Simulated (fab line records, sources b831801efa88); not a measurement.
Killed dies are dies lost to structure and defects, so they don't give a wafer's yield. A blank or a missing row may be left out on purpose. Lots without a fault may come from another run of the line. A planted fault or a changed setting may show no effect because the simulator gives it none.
Chamber matching | flow sky130 | SKY_FIELD_ISO_ETCH_17 on rie_si-02: 4 sister chambers
The step etches Si in HBr/Cl2/O2, target depth 342 nm, time 97.7 s. 16 wafers are shown with their chamber, then 7 later ones without.

WAFERS WITH THEIR CHAMBER
wafer  | chamber | drypump_motor_current_A (A) | oes_product_au (a.u.) | run_length_s (s)
L563.1 | 2       | 6.0                         | 1.005                 | 125.8
L563.4 | 1       | 5.1                         | 0.990                 | 126.4
L563.6 | 1       | 5.0                         | 0.986                 | 126.1
L565.1 | 1       | 5.1                         | 0.982                 | 125.8
L565.2 | 3       | 6.1                         | 1.009                 | 126.5
L565.6 | 0       | 5.3                         | 0.981                 | 126.0
L567.3 | 1       | 5.1                         | 0.988                 | 126.0
L567.5 | 3       | 6.2                         | 1.014                 | 126.4
L567.6 | 2       | 6.0                         | 1.012                 | 126.1
L569.2 | 1       | 5.1                         | 0.980                 | 126.4
L569.3 | 3       | 6.2                         | 1.002                 | 126.5
L570.1 | 0       | 5.3                         | 0.968                 | 125.8
L570.3 | 2       | 6.0                         | 0.989                 | 125.8
L570.5 | 2       | 6.0                         | 1.005                 | 126.0
L572.1 | 3       | 6.2                         | 1.010                 | 126.8
L572.2 | 1       | 5.1                         | 0.983                 | 126.3

SIGNATURES (means of the wafers above)
reading                 | chamber 0 | chamber 1 | chamber 2 | chamber 3 | scatter within a chamber
drypump_motor_current_A | 5.300     | 5.083     | 6.000     | 6.175     | 0.0363
oes_product_au          | 0.97450   | 0.98483   | 1.00275   | 1.00875   | 0.00656
run_length_s            | 125.900   | 126.167   | 125.925   | 126.550   | 0.198
Rule: a wafer's distance from a chamber is the root of the sum, over the readings, of the square of ((its reading less the chamber's mean) divided by the reading's scatter). The wafer belongs to the nearest chamber; if the next one is less than 2 further off, it can't be placed. The scatter: the root of (the sum of the squares of (reading less its chamber's mean) over the shown wafers, divided by (wafers less chambers)).

WAFERS WITHOUT THEIR CHAMBER
wafer  | drypump_motor_current_A (A) | oes_product_au (a.u.) | run_length_s (s)
L572.3 | 6.0                         | 0.998                 | 125.7
L575.4 | 5.3                         | 0.993                 | 126.0
L575.5 | 5.0                         | 0.983                 | 126.5
L575.6 | 6.2                         | 1.018                 | 126.8
L579.1 | 6.2                         | 1.015                 | 126.5
L579.4 | 5.1                         | 0.990                 | 125.8
L579.6 | 6.0                         | 1.016                 | 125.8

WHICH CHAMBER EACH WENT THROUGH
wafer  | from the rows above | in truth
L572.3 | 2                   | 2
L575.4 | 0                   | 0
L575.5 | 1                   | 1
L575.6 | 3                   | 3
L579.1 | 3                   | 3
L579.4 | 1                   | 1
L579.6 | 2                   | 2
Placed correctly: 7 of 7. Can't be placed from these rows: 0. Placed wrongly: 0.
